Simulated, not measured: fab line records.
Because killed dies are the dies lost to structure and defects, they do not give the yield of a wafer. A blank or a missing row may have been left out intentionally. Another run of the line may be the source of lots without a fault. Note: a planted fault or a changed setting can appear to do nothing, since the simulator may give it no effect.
Which tool was responsible? / flow gf180mcu / 10 lots with 30 wafers sampled at 6 steps, on a route of 602 steps

## WHAT EACH GAUGE READ, for each wafer
GF_V4_BOW_MEAS_05. Usual: for V4_BOW the level is 135 um and the standard deviation is 8.6.
lot=L813; measured=day 23 05:07; on=filmMetro-02; V4_BOW (um)=125 131 139; flag=
lot=L816; measured=day 24 10:07; on=filmMetro-02; V4_BOW (um)=141 144 148; flag=
lot=L817; measured=day 24 23:38; on=filmMetro-03; V4_BOW (um)=131 119 126; flag=
lot=L824; measured=day 27 07:56; on=filmMetro-03; V4_BOW (um)=125 130 136; flag=
lot=L825; measured=day 27 14:17; on=filmMetro-01; V4_BOW (um)=138 129 139; flag=
lot=L826; measured=day 27 20:55; on=filmMetro-01; V4_BOW (um)=123 126 119; flag=
lot=L827; measured=day 28 06:56; on=filmMetro-01; V4_BOW (um)=132 132 127; flag=
lot=L832; measured=day 29 12:52; on=filmMetro-03; V4_BOW (um)=150 149 146; flag=
lot=L834; measured=day 30 02:44; on=filmMetro-01; V4_BOW (um)=134 131 137; flag=
lot=L836; measured=day 30 15:49; on=filmMetro-01; V4_BOW (um)=131 142 125; flag=

GF_V4_CD_MEAS_14: target cd 260 nm. Usual: cdNm reads 260.2 nm (standard deviation 1.1).
lot=L813; measured=day 24 04:41; on=cdSem-02; cdNm (nm)=259.0 259.6 260.4; flag=
lot=L816; measured=day 25 08:07; on=cdSem-01; cdNm (nm)=259.1 259.1 258.6; flag=
lot=L817; measured=day 25 20:29; on=cdSem-01; cdNm (nm)=260.0 260.0 260.2; flag=
lot=L824; measured=day 28 03:53; on=cdSem-01; cdNm (nm)=259.1 258.6 259.2; flag=
lot=L825; measured=day 28 10:02; on=cdSem-01; cdNm (nm)=260.6 260.2 260.2; flag=
lot=L826; measured=day 28 16:56; on=cdSem-02; cdNm (nm)=259.9 261.3 259.8; flag=
lot=L827; measured=day 29 02:23; on=cdSem-02; cdNm (nm)=263.6 261.9 263.0; flag=
lot=L832; measured=day 30 06:31; on=cdSem-01; cdNm (nm)=260.5 261.0 260.3; flag=
lot=L834; measured=day 30 20:46; on=cdSem-02; cdNm (nm)=257.4 258.3 258.3; flag=
lot=L836; measured=day 31 10:02; on=cdSem-02; cdNm (nm)=259.5 260.1 259.8; flag=

GF_MIM_RS_MEAS_10: measurement is done with a four-point probe. Usual: for MIM_ALCU_RS the level is 0.1607 ohm/sq and the standard deviation is 0.0023.
lot=L813; measured=day 24 06:58; on=filmMetro-01; MIM_ALCU_RS (ohm/sq)=0.1608 0.1584 0.1608; flag=
lot=L816; measured=day 25 10:12; on=filmMetro-03; MIM_ALCU_RS (ohm/sq)=0.1631 0.1654 0.1657; flag=
lot=L817; measured=day 25 22:45; on=filmMetro-04; MIM_ALCU_RS (ohm/sq)=0.1628 0.1637 0.1641; flag=
lot=L824; measured=day 28 05:48; on=filmMetro-03; MIM_ALCU_RS (ohm/sq)=0.1755 0.1767 0.1759; flag=OFF
lot=L825; measured=day 28 11:58; on=filmMetro-03; MIM_ALCU_RS (ohm/sq)=0.1787 0.1768 0.1771; flag=OFF
lot=L826; measured=day 28 18:59; on=filmMetro-01; MIM_ALCU_RS (ohm/sq)=0.1611 0.1609 0.1618; flag=
lot=L827; measured=day 29 04:21; on=filmMetro-01; MIM_ALCU_RS (ohm/sq)=0.1591 0.1609 0.1600; flag=
lot=L832; measured=day 30 08:27; on=filmMetro-01; MIM_ALCU_RS (ohm/sq)=0.1584 0.1588 0.1594; flag=
lot=L834; measured=day 30 23:03; on=filmMetro-01; MIM_ALCU_RS (ohm/sq)=0.1636 0.1594 0.1631; flag=
lot=L836; measured=day 31 11:58; on=filmMetro-01; MIM_ALCU_RS (ohm/sq)=0.1601 0.1599 0.1600; flag=

GF_MIM_THK_MEAS_11: measures by xrf. Usual: for MIM_ALCU_THK the level is 205.2 nm and the standard deviation is 2.9.
lot=L813; measured=day 24 07:04; on=filmMetro-01; MIM_ALCU_THK (nm)=204.3 209.0 205.8; flag=
lot=L816; measured=day 25 10:19; on=filmMetro-03; MIM_ALCU_THK (nm)=202.2 198.9 199.4; flag=
lot=L817; measured=day 25 22:52; on=filmMetro-04; MIM_ALCU_THK (nm)=204.8 203.2 201.6; flag=
lot=L824; measured=day 28 05:54; on=filmMetro-03; MIM_ALCU_THK (nm)=190.2 188.9 187.9; flag=OFF
lot=L825; measured=day 28 12:05; on=filmMetro-03; MIM_ALCU_THK (nm)=186.9 190.0 188.4; flag=OFF
lot=L826; measured=day 28 19:06; on=filmMetro-01; MIM_ALCU_THK (nm)=204.7 204.0 203.4; flag=
lot=L827; measured=day 29 04:28; on=filmMetro-01; MIM_ALCU_THK (nm)=207.3 205.5 206.1; flag=
lot=L832; measured=day 30 08:33; on=filmMetro-01; MIM_ALCU_THK (nm)=206.9 208.7 205.1; flag=
lot=L834; measured=day 30 23:10; on=filmMetro-01; MIM_ALCU_THK (nm)=200.5 205.8 201.7; flag=
lot=L836; measured=day 31 12:05; on=filmMetro-01; MIM_ALCU_THK (nm)=206.0 206.1 205.6; flag=

## WHAT TOOL EACH LOT RAN ON (gives the tool, then ch and the chambers of the sampled wafers, and finally the start)
lot=L813; GF_MIM_SPUTTER_04=pvdSputter-04, day 24 06:41; GF_MIM_SPUTTER_08=pvdSputter-03, day 24 06:51
lot=L816; GF_MIM_SPUTTER_04=pvdSputter-01, day 25 09:55; GF_MIM_SPUTTER_08=pvdSputter-04, day 25 10:06
lot=L817; GF_MIM_SPUTTER_04=pvdSputter-01, day 25 22:31; GF_MIM_SPUTTER_08=pvdSputter-04, day 25 22:41
lot=L824; GF_MIM_SPUTTER_04=pvdSputter-03, day 28 05:32; GF_MIM_SPUTTER_08=pvdSputter-04, day 28 05:43
lot=L825; GF_MIM_SPUTTER_04=pvdSputter-03, day 28 11:44; GF_MIM_SPUTTER_08=pvdSputter-04, day 28 11:55
lot=L826; GF_MIM_SPUTTER_04=pvdSputter-04, day 28 18:45; GF_MIM_SPUTTER_08=pvdSputter-01, day 28 18:55
lot=L827; GF_MIM_SPUTTER_04=pvdSputter-04, day 29 04:06; GF_MIM_SPUTTER_08=pvdSputter-03, day 29 04:16
lot=L832; GF_MIM_SPUTTER_04=pvdSputter-03, day 30 08:10; GF_MIM_SPUTTER_08=pvdSputter-01, day 30 08:21
lot=L834; GF_MIM_SPUTTER_04=pvdSputter-04, day 30 22:49; GF_MIM_SPUTTER_08=pvdSputter-03, day 30 22:59
lot=L836; GF_MIM_SPUTTER_04=pvdSputter-01, day 31 11:44; GF_MIM_SPUTTER_08=pvdSputter-03, day 31 11:55
- GF_MIM_SPUTTER_04: material TiN, target thk 50 nm, time 41.7 s.
- GF_MIM_SPUTTER_08: material AlCu, target thk 200 nm, time 10.6 s.

## WHAT THE TOOLS THEMSELVES READ (means of the sampled wafers that have a number; where no wafer has one, the mark that the record gives instead)
GF_MIM_SPUTTER_04. Usual: chamberPressurePa 0.3999 Pa, standard deviation 0.00082; throttleValvePct 29.7 %, standard deviation 1.1.
lot=L813; tool=pvdSputter-04; chamberPressurePa (Pa)=0.4007; throttleValvePct (%)=29.2; flag=
lot=L816; tool=pvdSputter-01; chamberPressurePa (Pa)=0.3990; throttleValvePct (%)=28.8; flag=
lot=L817; tool=pvdSputter-01; chamberPressurePa (Pa)=0.3999; throttleValvePct (%)=29.0; flag=
lot=L824; tool=pvdSputter-03; chamberPressurePa (Pa)=0.4007; throttleValvePct (%)=30.1; flag=
lot=L825; tool=pvdSputter-03; chamberPressurePa (Pa)=0.4005; throttleValvePct (%)=30.5; flag=
lot=L826; tool=pvdSputter-04; chamberPressurePa (Pa)=0.3997; throttleValvePct (%)=30.3; flag=
lot=L827; tool=pvdSputter-04; chamberPressurePa (Pa)=0.3999; throttleValvePct (%)=29.9; flag=
lot=L832; tool=pvdSputter-03; chamberPressurePa (Pa)=0.3997; throttleValvePct (%)=31.0; flag=
lot=L834; tool=pvdSputter-04; chamberPressurePa (Pa)=0.3994; throttleValvePct (%)=30.1; flag=
lot=L836; tool=pvdSputter-01; chamberPressurePa (Pa)=0.4001; throttleValvePct (%)=29.0; flag=

GF_MIM_SPUTTER_08. Usual: chamberPressurePa 0.3999 Pa, standard deviation 0.00079; throttleValvePct 29.8 %, standard deviation 1.1.
lot=L813; tool=pvdSputter-03; chamberPressurePa (Pa)=0.4000; throttleValvePct (%)=29.6; flag=
lot=L816; tool=pvdSputter-04; chamberPressurePa (Pa)=0.4004; throttleValvePct (%)=30.0; flag=
lot=L817; tool=pvdSputter-04; chamberPressurePa (Pa)=0.4003; throttleValvePct (%)=30.2; flag=
lot=L824; tool=pvdSputter-04; chamberPressurePa (Pa)=0.5609; throttleValvePct (%)=24.3; flag=OFF
lot=L825; tool=pvdSputter-04; chamberPressurePa (Pa)=0.5607; throttleValvePct (%)=24.7; flag=OFF
lot=L826; tool=pvdSputter-01; chamberPressurePa (Pa)=0.4006; throttleValvePct (%)=29.5; flag=
lot=L827; tool=pvdSputter-03; chamberPressurePa (Pa)=0.4002; throttleValvePct (%)=30.1; flag=
lot=L832; tool=pvdSputter-01; chamberPressurePa (Pa)=0.4006; throttleValvePct (%)=28.8; flag=
lot=L834; tool=pvdSputter-03; chamberPressurePa (Pa)=0.4003; throttleValvePct (%)=29.6; flag=
lot=L836; tool=pvdSputter-03; chamberPressurePa (Pa)=0.4008; throttleValvePct (%)=30.4; flag=

## THE ANSWER, worked out from the rows above alone
Rule: take the mean of a lot's wafers that have a number; if it is more than 3 standard deviations from the usual mean, the lot is off. A lot without any number at a reading at which 4 lots or more have one is off too. Where the step has rows for the other lots, those lots are counted as sound. First the gauges in route order, then the tools' own readings, where a lot's mean is used as printed above. The first step at which some lot is off is used, and at that step the reading that is off furthest; a lot without a number counts as furthest.
Off: L824, L825, at GF_MIM_RS_MEAS_10 (MIM_ALCU_RS).
If a tool, at a process step before that reading, ran all the lots that are off and no sound lot after the first of them, it fits. The gauges at GF_MIM_RS_MEAS_10 aren't tried: what is off there is off at GF_MIM_SPUTTER_08 too, on other tools, and a gauge's error can't cause that. One fits: GF_MIM_SPUTTER_08 on pvdSputter-04. A fault onset in the window from L817 (day 25 22:41, its last sound lot) to L824 (day 28 05:43, its first lot off) fits.
The tool's own readings at GF_MIM_SPUTTER_08 bear it out: on the lots that are off they differ by more than 5 times the standard deviation of the sound lots' means. chamberPressurePa reads 0.5608 Pa there against 0.4004 Pa on the sound lots; throttleValvePct reads 24.5 % there against 29.8 % on the sound lots.

## WHAT THE SIMULATOR HAD PUT IN
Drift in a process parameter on pvdSputter-04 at GF_MIM_SPUTTER_08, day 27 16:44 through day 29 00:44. From 0.4, the setting chamberPressurePa moved by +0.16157. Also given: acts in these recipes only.
Shown lots that were struck: L824, L825. The rule above reached the same finding.
